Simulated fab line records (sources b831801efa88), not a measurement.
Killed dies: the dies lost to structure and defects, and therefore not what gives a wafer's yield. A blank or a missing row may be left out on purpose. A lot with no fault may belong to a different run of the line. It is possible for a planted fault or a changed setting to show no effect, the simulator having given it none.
A single fault, viewed from 2 desks / flow gf180mcu / each desk holds nothing but its own numbers, with what lay behind them at the end

## AT THE METROLOGY DESK
What the gauges read, lot by lot, whatever tool the lot ran on: means of the sampled wafers that have a number. Any lot whose mean is over 4 standard deviations away from the usual mean is out of limits and marked OUT; that distance is given in the brackets.
Columns: A = cd_nm at GF_NSD_CD_MEAS_07, usual 401.0 nm; B = NSD_TW at GF_NSD_TW_MEAS_12, usual 4240; C = NSD_RS at GF_PSD_RS_MEAS_14, usual 46.16 ohm/sq; D = PSD_RS at GF_PSD_RS_MEAS_15, usual 108.59 ohm/sq
lot=L533; first seen here=day 13 20:24; A=399.8; B=4230; C=46.12; D=108.59
lot=L537; first seen here=day 15 00:43; A=398.5; B=4231; C=46.21; D=108.66
lot=L539; first seen here=day 15 11:29; A=401.5; B=4247; C=46.15; D=108.58
lot=L542; first seen here=day 16 06:21; A=395.0; B=4246; C=46.12; D=108.46
lot=L545; first seen here=day 17 11:53; A=400.7; B=4274; C=49.35 (+35) OUT; D=125.30 (+58) OUT
lot=L546; first seen here=day 17 19:18; A=401.2; B=4238; C=49.53 (+37) OUT; D=126.04 (+60) OUT
lot=L547; first seen here=day 18 02:05; A=405.2; B=4181; C=49.36 (+35) OUT; D=125.78 (+59) OUT
lot=L551; first seen here=day 19 10:19; A=401.8; B=4197; C=46.23; D=108.50
lot=L552; first seen here=day 19 23:12; A=399.3; B=4238; C=46.10; D=108.29
lot=L553; first seen here=day 20 06:33; A=399.4; B=4263; C=46.03; D=108.28
lot=L554; first seen here=day 20 16:50; A=406.9; B=4157; C=46.14; D=108.40
lot=L556; first seen here=day 21 05:39; A=396.3; B=4182; C=46.20; D=108.91
This desk finds L545, L546, L547 out of limits, with the earliest case on L545 at day 18 12:38 (NSD_RS at GF_PSD_RS_MEAS_14). In limits: L533, L537, L539, L542, L551, L552, L553, L554, L556.

## FOR THE TOOL OWNER'S DESK: rtp_anneal-02
The tool's own readings at GF_PSD_RTA_13 (time 20 s): means of the sampled wafers that have a number, for each lot that ran on this tool. Any lot whose mean is over 4 standard deviations away from the usual mean is out of limits and marked OUT; that distance is given in the brackets.
Columns: A = lamp_power_pct at GF_PSD_RTA_13, usual 34.2 %; B = wafer_temp_C_max at GF_PSD_RTA_13, usual 1031.3
lot=L533; first seen here=day 14 18:13; A=33.8; B=1031.4
lot=L537; first seen here=day 15 22:43; A=33.7; B=1032.2
lot=L539; first seen here=day 16 09:41; A=33.7; B=1032.7
lot=L542; first seen here=day 17 04:56; A=33.7; B=1032.1
lot=L545; first seen here=day 18 12:32; A=31.4 (-4.9) OUT; B=1006.2 (-18) OUT
lot=L546; first seen here=day 18 19:58; A=31.5 (-4.8) OUT; B=1006.7 (-18) OUT
lot=L547; first seen here=day 19 02:57; A=31.5 (-4.8) OUT; B=1005.7 (-18) OUT
lot=L554; first seen here=day 21 17:15; A=33.7; B=1031.6
Finding of this desk: L545, L546, L547 out of limits; the first was L545 at day 18 12:32, on lamp_power_pct at GF_PSD_RTA_13. In limits: L533, L537, L539, L542, L554.

## ALL TOGETHER
An alarm could have come from the tool owner's desk at day 18 12:32, on L545, L546, L547.
The metrology desk could have raised an alarm at day 18 12:38, on L545, L546, L547.
The lots listed all ran GF_PSD_RTA_13 on rtp_anneal-02.

## WHAT THE SIMULATOR HAD INSERTED
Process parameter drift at GF_PSD_RTA_13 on rtp_anneal-02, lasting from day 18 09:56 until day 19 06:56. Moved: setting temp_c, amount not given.
Lots struck among those shown: L545, L546, L547.
Counting hours from when the fault started, the first reading out of limits came at 3 for the tool owner's desk and at 3 for the metrology desk.
